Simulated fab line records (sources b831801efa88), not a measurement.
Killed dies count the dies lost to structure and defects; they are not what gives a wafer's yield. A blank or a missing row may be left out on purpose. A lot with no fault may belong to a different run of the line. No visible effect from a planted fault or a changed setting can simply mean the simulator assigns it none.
Struck lot and sound lot, side by side	flow gf180mcu	15 steps out of a route of 602
Sound: the wafers L374.3, L374.4, L374.6. Struck: wafers L382.2, L382.3, L382.4. The cause is given at the end.
Per side, at each step with rows, come the tool, then ch with its chambers, and then its first start. Under that, the readings that differ: sound wafers	struck wafers	difference of the means	sigmas: that difference in standard deviations of wafers without a fault.
alike: readings whose means differ by less than 2 such deviations, and words and numbers that are the same on both sides. not compared: withheld readings, readings that some wafer has no value for, bounds like >300 that may hide the same value, and numbers for which the record gives no deviation and whose values overlap.
Wherever a step has rows on one side only, a row that says differs or no value, or a row with sigmas, the two part there. When numbers do not overlap yet have no deviation, they are printed without sigmas and do not part them. Lack of a reading on every wafer of one side parts them only where that side has two or more wafers.

first, 6 steps without rows for these wafers: GF_HV_LDD_HMDS_25 (prime time 60 s); GF_HV_LDD_COAT_26 (resist thk 1000 nm); GF_HV_LDD_SOFTBAKE_27 (time 60 s); GF_HV_LDD_EXPOSE_28 (exposes mask Nplus HV AREA, target cd 400 nm); GF_HV_LDD_PEB_29; GF_HV_LDD_DEVELOP_30 (develop time 60 s).
GF_HV_LDD_CD_MEAS_31 targets a cd of 400 nm.
  sound on cdSem-02, day 11 15:11; struck on cdSem-01, day 14 06:22
  alike: cdNm
GF_HV_LDD_OVL_MEAS_32:
  sound on overlay-01, day 11 15:17; struck on overlay-01, day 14 06:29
  alike: HV_LDD_02_OVL
then, 4 steps without rows for these wafers: GF_HV_LDD_IMPLANT_33; GF_HV_LDD_IMPLANT_34; GF_HV_LDD_IMPLANT_35; GF_HV_LDD_IMPLANT_36.
GF_HV_LDD_STRIP_37: strips in O2/N2.
  sound on plasmaAsher-02 ch 0,1, day 11 15:56; struck on plasmaAsher-02 ch 0,1, day 14 07:07
reading	sound	struck	difference	sigmas
oesProductAu (a.u.)	0.709 0.716 0.714	0.659 0.663 0.662	-0.052	-11
overashFraction	0.5 0.5 0.5	0.7 0.7 0.7	+0.2	
  alike: drypumpMotorCurrentA, heaterPowerW, n2FlowSccm, stripTimeToEndpointS
  not compared: rfHoursCounterH
GF_HV_LDD_TW_MEAS_38:
  sound on filmMetro-04, day 11 16:02; struck on filmMetro-02, day 14 07:13
  alike: HV_LDD_3_TW
GF_PASSIVATION_PROBE_99:
  the record has rows for the sound wafers here (prober-01, day 29 02:13) and none for the struck ones

## WHERE THEY PART
Earliest at GF_HV_LDD_STRIP_37; latest, in this record, at GF_PASSIVATION_PROBE_99.

WHY: whatever the simulator had introduced
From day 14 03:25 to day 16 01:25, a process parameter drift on plasmaAsher-02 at GF_HV_LDD_STRIP_37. From 0.5, the setting overashFraction moved by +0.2. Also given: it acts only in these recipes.
